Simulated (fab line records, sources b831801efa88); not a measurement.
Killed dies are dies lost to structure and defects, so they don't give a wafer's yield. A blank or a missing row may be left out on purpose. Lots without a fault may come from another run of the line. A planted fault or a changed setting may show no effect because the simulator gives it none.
fab line records | flow sky130
record lots=6 wafers=16 last_day=51
route steps=708 shown METAL4@627 VIA4@639 PAD_OPEN@708
lots that met no fault: from a run of the same line without faults
start_h: hours from the record's first day to the start of the lot's first wafer shown | wait_h: hours since the lot's step before | " the same as in the row above | L1.1+2: a row that stands for several wafers | - no value, or no start given | * or withheld: withheld | < > ~ a bound
route shown NAME@n: a module of which the file shows steps, and the number in the route of the first | usual: mean/standard deviation of fault-free wafers | same: alike in all rows | chamber/n: place in a boat | sites: the reading at each site | _std_site: their standard deviation | _edge_site: outer sites' mean less inner sites' | radius_mm: how far each site lies from the wafer's centre | mask NAME#n: copy n | behind: the tool/chamber that last shaped the wafer | hold: why the lot was held/for how many hours/how that ended | device: the transistor (n, p or np) that didn't switch | end of line: the same wafers' tests at the end of the route | a step without rows: its recipe alone | killed: dies lost to structure and defects at the first sort, not the wafer's yield | map: a wafer's dies, x killed, . not, _ none there
set.NAME: the setting as run; set.NAME@STEP: as run at that earlier step | model.NAME: the simulator's own value behind a step, which no gauge read
lots at some steps of the route; a table a step, a row a wafer
services: from which hour (start_h, from the record's first day; less than 0 if before it) a tool's chamber was out of use, for how many hours, and why
## steps
# step SKY_METAL4_PEB_11
# recipe peb_temp_c=withheld peb_time_s=withheld resist=KrF-thick
# step SKY_METAL4_DEVELOP_12
# recipe develop_time_s=60 resist=KrF-thick dev_temp_c=21
# step SKY_METAL4_CD_MEAS_13
# recipe target_cd_nm=300
# usual cd_nm=299.8/1.4
# columns lot.wafer tool chamber start_h wait_h cd_nm
L981.2 cd_sem-02 - 981.27 - 300.7
L981.3 " - " " 299.4
L981.6 " - " " 299.8
L982.2 cd_sem-02 - 987.72 - 299.6
L982.4 " - " " 298.8
L982.6 " - " " 298.0
L986.5 cd_sem-02 - 1017.83 - 298.3
L986.6 " - " " 297.6
L988.5 cd_sem-02 - 1035.33 - 299.6
L988.6 " - " " 299.1
L999.2 cd_sem-02 - 1096.52 - 298.5
L999.5 " - " " 297.5
L999.6 " - " " 298.4
L103.2 cd_sem-01 - 1141.82 - 302.0
L103.4 " - " " 302.0
L103.5 " - " " 300.8
# step SKY_METAL4_OVL_MEAS_14
# usual METAL4_OVL=3/5.1
# columns lot.wafer tool chamber start_h wait_h METAL4_OVL[nm]
L981.2 overlay-01 - 981.38 0.1 9
L981.3 " - " " 15
L981.6 " - " " 7
L982.2 overlay-02 - 987.82 0.1 0
L982.4 " - " " 0
L982.6 " - " " -6
L986.5 overlay-02 - 1017.89 0.0 6
L986.6 " - " " 6
L988.5 overlay-02 - 1035.39 0.0 4
L988.6 " - " " -1
L999.2 overlay-02 - 1096.62 0.1 3
L999.5 " - " " 1
L999.6 " - " " 5
L103.2 overlay-01 - 1141.93 0.1 -6
L103.4 " - " " -5
L103.5 " - " " 0
# step SKY_METAL4_DESCUM_15
# recipe chemistry=O2 source_power_w=150 bias_power_w=0 pressure_mtorr=10 temp_c=40 time_s=8
# usual drypump_motor_current_A=5.9/0.52 oes_product_au=0.996/0.011 rf_fwd_power_W=146.9/0.86
# columns lot.wafer tool chamber start_h wait_h drypump_motor_current_A oes_product_au rf_fwd_power_W rf_hours_counter_h
L981.2 rie_metal-03 1 981.41 0.0 4.8 0.980 146.8 15
L981.3 " 1 " " 4.8 0.978 147.0 -
L981.6 " 0 " " 6.0 1.004 148.1 -
L982.2 rie_metal-02 0 987.85 0.0 5.8 0.996 146.3 1
L982.4 " 0 " " 5.9 1.002 146.5 -
L982.6 " 1 " " 6.0 0.990 147.6 -
L986.5 rie_metal-02 0 1017.92 0.0 5.8 1.003 146.4 -
L986.6 " 1 " " 6.0 0.991 147.3 -
L988.5 rie_metal-02 1 1035.43 0.0 6.0 0.991 147.2 -
L988.6 " 0 " " 5.9 1.004 146.1 -
L999.2 rie_metal-02 0 1096.65 0.0 5.9 1.027 146.7 7
L999.5 " 1 " " 6.0 1.014 147.7 -
L999.6 " 0 " " 5.9 1.014 146.7 -
L103.2 rie_metal-02 0 1141.96 0.0 5.9 1.015 146.7 10
L103.4 " 0 " " 5.9 1.012 146.3 -
L103.5 " 0 " " 5.9 1.020 146.8 -
# step SKY_METAL4_ETCH_16
# recipe chemistry=N2/H2 target=BARC ion_energy_ev=200 bias_w=100 pressure_mtorr=30 n2_flow_sccm=100 h2_flow_sccm=200 icp_w=500 stop_on=SiO2 time_s=88.2 target_depth_a=600
# usual drypump_motor_current_A=5.9/0.51 h2_flow_sccm=200.0/0.54 oes_product_au=0.625/0.0045 rf_fwd_power_W=496.7/1.7 throttle_valve_pct=13.204/0.01
# columns lot.wafer tool chamber start_h wait_h drypump_motor_current_A h2_flow_sccm oes_product_au rf_fwd_power_W rf_hours_counter_h throttle_valve_pct
L981.2 rie_metal-03 1 981.44 0.0 4.8 200.7 0.622 496.7 15 13.210
L981.3 " 1 " " 4.8 200.1 0.627 497.3 - 13.213
L981.6 " 0 " " 6.0 199.0 0.630 498.2 - 13.205
L982.2 rie_metal-02 0 987.88 0.0 5.8 200.2 0.626 496.6 1 13.192
L982.4 " 0 " " 5.9 200.2 0.630 498.9 - 13.205
L982.6 " 1 " " 6.0 200.7 0.626 497.9 - 13.217
L986.5 rie_metal-02 0 1018.00 0.1 5.8 199.5 0.629 495.5 - 13.203
L986.6 " 1 " " 6.0 200.9 0.621 496.2 - 13.222
L988.5 rie_metal-02 1 1035.50 0.1 6.0 200.4 0.628 496.7 - 13.201
L988.6 " 0 " " 5.9 201.3 0.628 494.3 - 13.208
L999.2 rie_metal-02 0 1096.69 0.0 5.8 200.0 0.625 494.4 7 13.205
L999.5 " 1 " " 6.0 200.5 0.621 497.0 - 13.205
L999.6 " 0 " " 5.8 199.4 0.620 493.7 - 13.198
L103.2 rie_metal-02 0 1141.99 0.0 5.8 198.6 0.625 495.8 10 13.194
L103.4 " 0 " " 5.8 199.1 0.625 496.3 - 13.207
L103.5 " 0 " " 5.8 199.3 0.633 495.5 - 13.210
# step SKY_METAL4_ETCH_17
# recipe target=SiO2 stop_on=TiN chemistry=C4F8/O2/Ar source_w=1500 bias_w=1200 pressure_mtorr=40 c4f8_flow_sccm=withheld O2_flow_sccm=6 Ar_flow_sccm=300 time_s=3.9 target_depth_a=150
# usual oes_product_au=0.755/0.0081 rf_fwd_power_W=1472/7.9
# columns lot.wafer tool chamber start_h wait_h oes_product_au rf_fwd_power_W
L981.2 rie_diel-03 2 981.54 0.1 0.762 1461
L981.3 " 1 " " 0.753 1481
L981.6 " 3 " " 0.765 1481
L982.2 rie_diel-04 0 987.98 0.1 0.750 1476
L982.4 " 1 " " 0.768 1465
L982.6 " 2 " " 0.755 1479
L986.5 rie_diel-02 0 1018.04 0.0 0.762 1483
L986.6 " 3 " " 0.746 1470
L988.5 rie_diel-04 2 1035.54 0.0 0.768 1468
L988.6 " 3 " " 0.767 1458
L999.2 rie_diel-03 3 1096.78 0.1 0.741 1482
L999.5 " 1 " " 0.758 1487
L999.6 " 2 " " 0.767 1454
L103.2 rie_diel-04 2 1142.09 0.1 0.748 1470
L103.4 " 3 " " 0.761 1468
L103.5 " 1 " " 0.759 1471
# step SKY_METAL4_METAL_ETCH_18
# recipe target_depth_a=8450 stop_on=SiO2 over_etch_frac=0.3 time_s=183.1 chemistry=Cl2/BCl3 resist_sidewall_deg=88 pressure_mtorr=10 icp_w=900 bias_w=48.5 Cl2_flow_sccm=60 bcl3_flow_sccm=30
# step SKY_METAL4_STRIP_19
# recipe chemistry=O2/N2 power_w=1400 pressure_mtorr=1500 platen_temp_c=withheld o2_flow_sccm=3000 n2_flow_sccm=300 overash_fraction=0.5
# usual drypump_motor_current_A=5.5/0.39 oes_product_au=0.504/0.0065 strip_time_to_endpoint_s=6.57/0.087
# columns lot.wafer tool chamber start_h wait_h drypump_motor_current_A oes_product_au rf_hours_counter_h strip_time_to_endpoint_s
L981.2 plasma_asher-02 1 981.74 0.1 5.1 0.503 24 6.60
L981.3 " 1 " " 5.1 0.503 - 6.48
L981.6 " 0 " " 6.2 0.495 - 6.49
L982.2 plasma_asher-04 1 988.18 0.1 5.1 0.511 53 6.58
L982.4 " 1 " " 5.1 0.502 - 6.74
L982.6 " 0 " " 5.2 0.503 - 6.72
L986.5 plasma_asher-02 0 1018.30 0.1 6.2 0.502 - 6.59
L986.6 " 1 " " 5.2 0.510 - 6.62
L988.5 plasma_asher-04 1 1035.80 0.1 5.1 0.515 - 6.58
L988.6 " 0 " " 5.2 0.504 - 6.52
L999.2 plasma_asher-02 1 1096.98 0.1 5.1 0.508 36 6.66
L999.5 " 0 " " 6.2 0.491 - 6.54
L999.6 " 1 " " 5.1 0.504 - 6.59
L103.2 plasma_asher-04 0 1142.29 0.1 5.2 0.499 69 6.62
L103.4 " 1 " " 5.1 0.509 - 6.66
L103.5 " 0 " " 5.2 0.502 - 6.53
# step SKY_METAL4_STRIP_20
# recipe chemistry=post_etch_residue_remover time_s=1200 temp_c=72.5
# step SKY_METAL4_CLEAN_21
# recipe chemistry=IPA time_s=180 temp_c=25
# step SKY_METAL4_CLEAN_22
# recipe chemistry=O3/DIW dry=n2_spin
# step SKY_VIA4_HDPCVD_00
# recipe material=SiO2 target_thk_nm=1750 sigma_open_frac=0.3 time_s=291.7 temp_c=400 sih4_flow_sccm=60 pressure_mtorr=6
# columns lot.wafer tool chamber start_h wait_h model.SiO2_of_VIA4_HDPCVD_00.thk_nm
L981.2 hdpcvd-02 1 982.34 0.0 1727
L981.3 " 2 " " 1720
L981.6 " 1 " " 1747
L982.2 hdpcvd-01 1 988.78 0.0 1720
L982.4 " 0 " " 1717
L982.6 " 1 " " 1747
L986.5 hdpcvd-02 0 1018.91 0.1 1732
L986.6 " 1 " " 1227
L988.5 hdpcvd-02 0 1036.42 0.1 1742
L988.6 " 1 " " 1178
L999.2 hdpcvd-01 1 1097.57 0.0 1733
L999.5 " 2 " " 1701
L999.6 " 0 " " 1702
L103.2+4 hdpcvd-02 0 1142.91 0.0 1744
L103.5 " 1 " " 1703
# step SKY_VIA4_THK_MEAS_01
# recipe reads=SiO2_of_VIA4_HDPCVD_00
# usual VIA4_HDPCVD_THK=1728/21
# columns lot.wafer tool chamber start_h wait_h VIA4_HDPCVD_THK[nm]
L981.2 film_metro-01 - 982.53 0.1 1725
L981.3 " - " " 1720
L981.6 " - " " 1747
L982.2 film_metro-02 - 988.97 0.1 1719
L982.4 " - " " 1717
L982.6 " - " " 1746
L986.5 film_metro-04 - 1019.04 0.0 1733
L986.6 " - " " 1228
L988.5 film_metro-04 - 1036.55 0.0 1742
L988.6 " - " " 1178
L999.2 film_metro-01 - 1097.76 0.1 1732
L999.5 " - " " 1700
L999.6 " - " " 1702
L103.2 film_metro-02 - 1143.10 0.1 1744
L103.4 " - " " 1745
L103.5 " - " " 1703
# step SKY_VIA4_CMP_02
# recipe material=SiO2 down_force_psi=4 platen_rpm=60 pad_velocity_m_s=0.94248
# usual motor_current_A=11.9/0.9
# columns lot.wafer tool chamber start_h wait_h motor_current_A
L981.2 cmp-02 0 982.68 0.1 10.5
L981.3 " 1 " " 10.9
L981.6 " 2 " " 11.9
L982.2 cmp-01 0 989.27 0.3 11.7
L982.4 " 2 " " 12.0
L982.6 " 0 " " 11.8
L986.6 cmp-02 1 1019.26 0.2 12.0
L986.5 " 2 " " 11.8
L988.5 cmp-02 1 1036.77 0.2 11.8
L988.6 " 2 " " 11.5
L999.2 cmp-01 3 1097.81 0.0 11.4
L999.6 " 3 " " 10.8
L999.5 " 0 " " 11.9
L103.2 cmp-02 3 1143.25 0.1 12.0
L103.4 " 0 " " 10.2
L103.5 " 1 " " 12.5
# step SKY_PAD_OPEN_PROBE_99
# usual defect_limited_yield=82.6/1.8 killed_at_M0_to_M3=43/6.5 killed_at_M4_up=3.1/1.8 killed_at_contacts=24/5.6 killed_at_front_end=15/4.2 killed_at_other=0.3/0.5 killed_dies=86/8.9 killed_open=47/6.9 killed_short=39/5.9
# same gross_dies=492 killed_at_back_side=0
# columns lot.wafer tool chamber start_h wait_h defect_limited_yield[%] killed_at_M0_to_M3 killed_at_M4_up killed_at_contacts killed_at_front_end killed_at_other killed_dies killed_open killed_short model.etest.tester.sort_n_pass model.etest.tester.sort_yield_pct model.etest.tester.sort_bin_3_pct model.etest.met5_comb.leak_log10_a_um model.etest.tester.sort_bin_8_pct
L981.2 prober-02 - 1076.94 0.1 83.9 41 3 21 13 1 79 42 37 413 83.94 0.813 -11.98 0
L981.3 prober-02 - 1076.99 0.2 84.6 34 3 27 12 0 76 40 36 416 84.55 0.813 -12.1 0
L981.6 prober-02 - 1077.14 0.2 82.7 44 1 18 22 0 85 52 33 407 82.72 0.813 -11.87 0
L982.2 prober-01 - 1082.90 0.1 83.5 42 4 19 16 0 81 42 39 411 83.54 0.6098 -12 0
L982.4 prober-01 - 1083.00 0.2 82.1 41 3 21 23 0 88 47 41 404 82.11 1.22 -11.9 0
L982.6 prober-01 - 1083.10 0.2 78.3 54 0 33 19 1 107 58 49 385 78.25 1.829 -11.83 0
L986.5 prober-02 - 1110.13 0.2 83.5 39 2 18 22 0 81 41 40 411 83.54 1.016 -11.96 0
L986.6 prober-02 - 1110.18 0.2 83.7 41 4 25 10 0 80 41 39 262 53.25 32.51 -7.246 8.688e-07
L988.5 prober-02 - 1124.61 0.2 81.3 46 4 25 17 0 92 48 44 400 81.3 1.22 -11.99 0
L988.6 prober-02 - 1124.66 0.2 82.9 43 2 20 18 1 84 37 47 224 45.53 38.41 -7.029 0.001045
L999.2 prober-01 - 1176.58 0.1 80.3 48 5 29 15 0 97 56 41 395 80.28 1.016 -11.95 0
L999.5 prober-01 - 1176.73 0.2 83.3 46 3 26 7 0 82 45 37 410 83.33 1.016 -11.95 0
L999.6 prober-01 - 1176.78 0.2 81.3 46 2 27 17 0 92 43 49 400 81.3 0.6098 -11.87 0
L103.2 prober-02 - 1212.08 0.1 81.9 44 1 21 23 0 89 59 30 403 81.91 0.813 -12.15 0
L103.4 prober-02 - 1212.18 0.2 82.5 41 2 26 17 0 86 40 46 406 82.52 1.22 -11.88 0
L103.5 prober-02 - 1212.23 0.2 80.3 44 1 36 15 1 97 52 45 395 80.28 0.813 -12.19 0
# killed by level:class
L981.2 CONTACT:geometric_particle:open=9 VIA3:geometric_particle:short=8 POLY_GATE:geometric_particle:short=6 VIA3:geometric_particle:open=6 VIA1:geometric_particle:open=5 VIA2:geometric_particle:open=5 LOCAL_INTERCONNECT:geometric_particle:short=4 METAL1:geometric_particle:short=4
L981.3 CONTACT:geometric_particle:open=14 VIA1:geometric_particle:open=7 METAL2:geometric_particle:short=6 POLY_GATE:geometric_particle:short=5 METAL1:geometric_particle:short=5 VIA2:geometric_particle:open=5 LI_CONTACT:geometric_particle:open=4 CONTACT:geometric_particle:short=4
L981.6 VIA1:geometric_particle:open=11 VIA2:geometric_particle:open=9 CONTACT:geometric_particle:open=8 POLY_GATE:geometric_particle:open=7 VIA3:geometric_particle:open=7 METAL2:geometric_particle:short=5 LI_CONTACT:geometric_particle:open=5 VIA3:geometric_particle:short=5
L982.2 VIA1:geometric_particle:open=10 CONTACT:geometric_particle:open=8 VIA2:geometric_particle:open=7 VIA1:geometric_particle:short=6 METAL2:geometric_particle:short=6 FIELD_ISO:geometric_particle:short=4 METAL1:geometric_particle:short=4 FIELD_ISO:geometric_particle:open=3
L982.4 LI_CONTACT:geometric_particle:open=9 VIA1:geometric_particle:short=9 VIA1:geometric_particle:open=9 FIELD_ISO:geometric_particle:short=8 CONTACT:geometric_particle:open=6 VIA2:geometric_particle:open=5 FIELD_ISO:geometric_particle:open=4 LOCAL_INTERCONNECT:geometric_particle:short=4
L982.6 VIA1:geometric_particle:open=11 LI_CONTACT:geometric_particle:open=11 METAL2:geometric_particle:short=9 CONTACT:geometric_particle:open=9 CONTACT:geometric_particle:short=8 VIA2:geometric_particle:open=8 FIELD_ISO:geometric_particle:open=6 METAL1:geometric_particle:short=6
L986.5 VIA2:geometric_particle:open=9 FIELD_ISO:geometric_particle:short=8 LI_CONTACT:geometric_particle:open=8 METAL3:geometric_particle:short=5 CONTACT:geometric_particle:open=5 METAL1:geometric_particle:short=5 VIA1:geometric_particle:open=5 VIA1:geometric_particle:short=4
L986.6 VIA1:geometric_particle:open=11 LI_CONTACT:geometric_particle:open=8 LOCAL_INTERCONNECT:geometric_particle:short=6 VIA2:geometric_particle:open=5 CONTACT:geometric_particle:short=5 CONTACT:geometric_particle:open=5 POLY_GATE:geometric_particle:open=4 VIA3:geometric_particle:open=4
L988.5 VIA1:geometric_particle:open=14 LI_CONTACT:geometric_particle:open=8 POLY_GATE:geometric_particle:open=7 CONTACT:geometric_particle:short=7 CONTACT:geometric_particle:open=7 METAL2:geometric_particle:short=7 VIA3:geometric_particle:open=6 FIELD_ISO:geometric_particle:short=5
L988.6 VIA3:geometric_particle:short=9 VIA2:geometric_particle:open=7 VIA3:geometric_particle:open=7 LOCAL_INTERCONNECT:geometric_particle:short=5 CONTACT:geometric_particle:open=5 FIELD_ISO:geometric_particle:short=4 FIELD_ISO:geometric_particle:open=4 POLY_GATE:geometric_particle:short=4
L999.2 LI_CONTACT:geometric_particle:open=13 VIA1:geometric_particle:open=11 VIA3:geometric_particle:open=10 CONTACT:geometric_particle:short=6 VIA2:geometric_particle:short=6 METAL2:geometric_particle:short=6 FIELD_ISO:geometric_particle:open=5 CONTACT:geometric_particle:open=5
L999.5 LI_CONTACT:geometric_particle:open=10 CONTACT:geometric_particle:open=10 VIA1:geometric_particle:open=9 VIA1:geometric_particle:short=7 VIA2:geometric_particle:open=7 METAL1:geometric_particle:short=4 METAL2:geometric_particle:short=4 VIA3:geometric_particle:short=4
L999.6 VIA1:geometric_particle:open=11 CONTACT:geometric_particle:open=10 FIELD_ISO:geometric_particle:short=6 METAL1:geometric_particle:short=6 CONTACT:geometric_particle:short=6 VIA2:geometric_particle:open=6 LOCAL_INTERCONNECT:geometric_particle:short=5 VIA3:geometric_particle:open=5
L103.2 CONTACT:geometric_particle:open=13 VIA2:geometric_particle:open=8 VIA1:geometric_particle:open=7 VIA3:geometric_particle:open=7 FIELD_ISO:geometric_particle:open=5 FIELD_ISO:geometric_particle:short=5 LI_CONTACT:geometric_particle:open=5 METAL1:geometric_particle:short=4
L103.4 CONTACT:geometric_particle:open=13 POLY_GATE:geometric_particle:short=6 VIA2:geometric_particle:short=6 VIA1:geometric_particle:open=6 VIA3:geometric_particle:open=5 METAL1:geometric_particle:short=5 VIA1:geometric_particle:short=5 VIA2:geometric_particle:open=5
L103.5 CONTACT:geometric_particle:open=12 METAL1:geometric_particle:short=9 METAL2:geometric_particle:short=8 LI_CONTACT:geometric_particle:open=8 CONTACT:geometric_particle:short=8 VIA1:geometric_particle:open=8 POLY_GATE:geometric_particle:short=6 POLY_GATE:geometric_particle:open=6
## services
# columns tool chamber start_h hours kind
hdpcvd-02 1 965.62 4.8 repair
hdpcvd-01 - 971.82 2.7 repair
rie_diel-04 3 982.81 5.2 repair
cmp-02 - 983.91 6.3 repair
hdpcvd-02 2 987.51 2.3 repair
hdpcvd-02 - 991.52 0.7 repair
cmp-01 - 996.53 0.6 repair
rie_diel-04 3 1000.13 8.5 repair
cmp-01 - 1008.26 9.0 pm
cmp-01 - 1039.18 6.3 pm
rie_diel-03 - 1040.63 0.5 repair
rie_diel-04 - 1064.95 2.8 pm
hdpcvd-01 - 1066.56 27.8 repair
rie_diel-03 - 1070.77 1.0 repair
rie_diel-03 0 1073.21 6.5 repair
cmp-02 - 1084.18 4.0 pm
cmp-01 - 1089.54 4.9 pm
cmp-02 - 1091.07 1.6 repair
plasma_asher-02 - 1105.01 27.2 repair
hdpcvd-01 1 1113.32 7.5 repair
plasma_asher-02 - 1115.17 1.6 repair
cmp-02 - 1127.34 2.4 repair
rie_metal-02 0 1128.99 1.5 repair
plasma_asher-04 - 1134.79 3.0 repair
## key
first_sign step=SKY_VIA4_THK_MEAS_01 reading=VIA4_HDPCVD_THK direction=down sigmas=25 usual=1728 struck=1203
effect none on later readings
model_effect step=SKY_VIA4_HDPCVD_00 value=SiO2_of_VIA4_HDPCVD_00.thk_nm without=1705 struck=1202
model_effect step=SKY_PAD_OPEN_PROBE_99 value=etest.tester.sort_n_pass without=410 struck=243
met_at SKY_VIA4_HDPCVD_00
struck_wafers L986.6,L988.6
onset_between 982.34 1018.91
fault kind=process_parameter_drift tool=hdpcvd-02 chamber=- onset_h=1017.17 steps=SKY_VIA4_HDPCVD_00 channel=target_thk_nm offset=-502.32 shape=step end_h=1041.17 scope=struck_wafers_only acts_in=these_recipes_only stated=1750
